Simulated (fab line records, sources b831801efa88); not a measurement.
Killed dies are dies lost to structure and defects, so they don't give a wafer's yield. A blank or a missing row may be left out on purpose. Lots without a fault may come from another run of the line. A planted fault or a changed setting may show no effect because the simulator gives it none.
One fault seen from 2 desks | flow sky130 | each desk has only its own numbers; what lay behind them comes last

THE TOOL OWNER'S DESK: implanter-02
The tool's own readings at SKY_VT_ADJUST_HVTR_IMPLANT_09: means of the sampled wafers that have a number, for each lot that ran on this tool. A lot is out of limits, marked OUT, if its mean lies more than 4 standard deviations from the usual mean; the brackets give that distance.
Columns: A = dose_ions_cm2 at SKY_VT_ADJUST_HVTR_IMPLANT_09, usual 2.0998e+12; B = faraday_current_uA at SKY_VT_ADJUST_HVTR_IMPLANT_09, usual 11.83
lot  | first seen here | A                            | B
L582 | day 10 05:17    | 2.0999e+12                   | 11.76
L588 | day 12 04:47    | 1.2007e+12 (-99 or more) OUT | 6.85 (-21) OUT
L590 | day 12 20:26    | 1.1952e+12 (-99 or more) OUT | 6.73 (-21) OUT
L602 | day 16 14:29    | 2.0977e+12                   | 11.62
This desk's finding: out of limits on L588, L590; first on L588, day 12 04:47 (dose_ions_cm2 at SKY_VT_ADJUST_HVTR_IMPLANT_09). In limits: L582, L602.

THE METROLOGY DESK
What the gauges read, lot by lot, whatever tool the lot ran on: means of the sampled wafers that have a number. A lot is out of limits, marked OUT, if its mean lies more than 4 standard deviations from the usual mean; the brackets give that distance.
Columns: A = FIELD_ISO_OXIDATION_00_THK at SKY_FIELD_ISO_THK_MEAS_02, usual 11.97 nm; B = VT_ADJUST_HVTR_TW at SKY_VT_ADJUST_HVTR_TW_MEAS_11, usual 210.8; C = LI_CONTACT_W_THK at SKY_LI_CONTACT_THK_MEAS_23, usual 403 nm
lot  | first seen here | A     | B               | C
L580 | day 1 17:23     | 11.89 | 212.4           | 405
L582 | day 2 02:44     | 12.06 | 210.2           | 399
L587 | day 3 03:40     | 11.72 | 209.0           | 402
L588 | day 3 08:38     | 12.03 | 181.6 (-24) OUT | 405
L590 | day 3 19:29     | 11.93 | 178.2 (-27) OUT | 400
L596 | day 5 01:04     | 11.89 | 210.5           | 403
L597 | day 5 06:43     | 12.18 | 210.5           | 406
L598 | day 5 11:30     | 12.02 | 211.3           | 400
L599 | day 5 15:38     | 12.38 | 210.6           | 405
L600 | day 5 21:29     | 11.80 | 209.5           | 393
L601 | day 6 01:38     | 12.07 | 209.3           | 404
L602 | day 6 07:14     | 12.31 | 210.7           | 403
This desk's finding: out of limits on L588, L590; first on L588, day 12 05:02 (VT_ADJUST_HVTR_TW at SKY_VT_ADJUST_HVTR_TW_MEAS_11). In limits: L580, L582, L587, L596, L597, L598, L599, L600, L601, L602.

PUT TOGETHER
The tool owner's desk could have raised an alarm at day 12 04:47, on L588, L590.
The metrology desk could have raised an alarm at day 12 05:02, on L588, L590.
Of the lots named, all ran SKY_VT_ADJUST_HVTR_IMPLANT_09 on implanter-02.

WHAT THE SIMULATOR HAD PUT IN
Process parameter drift: implanter-02, from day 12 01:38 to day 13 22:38, at SKY_VT_ADJUST_HVTR_IMPLANT_09. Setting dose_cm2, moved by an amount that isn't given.
Lots struck among those shown: L588, L590.
Hours from the fault's start to each desk's first reading out of limits: the tool owner's desk, 3; the metrology desk, 3.
